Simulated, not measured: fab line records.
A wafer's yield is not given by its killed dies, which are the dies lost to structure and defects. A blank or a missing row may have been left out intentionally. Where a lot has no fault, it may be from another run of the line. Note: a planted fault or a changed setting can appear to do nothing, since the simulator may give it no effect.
A single fault, viewed from 2 desks || flow sky130 || every desk sees just its own numbers, and what lay behind them comes last

## AT THE METROLOGY DESK
Means of the sampled wafers that have a number, per lot and without regard to the tool the lot ran on: this is what the gauges read. If a lot's mean is further than 4 standard deviations from the usual mean, the lot is out of limits and carries the mark OUT (the distance appears in the brackets).
Columns: A = LDD_HVN_TW at SKY_LDD_HVN_TW_MEAS_10, usual 1442
{"lot": "L836", "first seen here": "day 19 21:13", "A": 1440}
{"lot": "L837", "first seen here": "day 19 23:06", "A": 1446}
{"lot": "L838", "first seen here": "day 20 11:25", "A": 1454}
{"lot": "L839", "first seen here": "day 20 15:38", "A": 1441}
{"lot": "L840", "first seen here": "day 21 00:21", "A": 1441}
{"lot": "L841", "first seen here": "day 21 10:40", "A": 1432}
{"lot": "L842", "first seen here": "day 21 19:05", "A": 1434}
{"lot": "L850", "first seen here": "day 25 12:49", "A": "1474 (+4.4) OUT"}
{"lot": "L854", "first seen here": "day 26 03:28", "A": 1450}
{"lot": "L852", "first seen here": "day 26 05:25", "A": 1461}
{"lot": "L856", "first seen here": "day 26 20:00", "A": 1434}
{"lot": "L859", "first seen here": "day 28 01:39", "A": 1431}
This desk reports L850 out of limits; the earliest was L850 at day 25 12:49 (LDD_HVN_TW at SKY_LDD_HVN_TW_MEAS_10). L836, L837, L838, L839, L840, L841, L842, L854, L852, L856, L859 stayed within limits.

## DESK OF THE TOOL OWNER: implanter-01
For each lot that ran on this tool, the mean over its sampled wafers that have a number, from the tool's own readings at SKY_LDD_HVN_IMPLANT_08. If a lot's mean is further than 4 standard deviations from the usual mean, the lot is out of limits and carries the mark OUT (the distance appears in the brackets).
Columns: A = dose_ions_cm2 at SKY_LDD_HVN_IMPLANT_08, usual 3e+13; B = faraday_current_uA at SKY_LDD_HVN_IMPLANT_08, usual 169
{"lot": "L839", "first seen here": "day 20 15:25", "A": 3e+13, "B": 172}
{"lot": "L850", "first seen here": "day 25 12:35", "A": "3e+13 (+69) OUT", "B": "184 (+4.6) OUT"}
{"lot": "L852", "first seen here": "day 26 05:11", "A": "3e+13 (+70) OUT", "B": "183 (+4.5) OUT"}
Finding of this desk: L850, L852 out of limits; the first was L850 at day 25 12:35, on dose_ions_cm2 at SKY_LDD_HVN_IMPLANT_08. L839 stayed within limits.

## TAKEN TOGETHER
The tool owner's desk could have raised an alarm at day 25 12:35, on L850, L852.
An alarm was possible from the metrology desk at day 25 12:49, on L850.
The metrology desk holds a record of L852, inside its limits.
SKY_LDD_HVN_IMPLANT_08 was run on implanter-01 by each of the lots named.

## WHAT HAD BEEN PUT IN BY THE SIMULATOR
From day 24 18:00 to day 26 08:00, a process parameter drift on implanter-01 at SKY_LDD_HVN_IMPLANT_08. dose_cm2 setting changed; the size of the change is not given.
Struck lots among those shown: L850, L852.
Counting hours from when the fault started, the first reading out of limits came at 19 for the tool owner's desk and at 19 for the metrology desk.
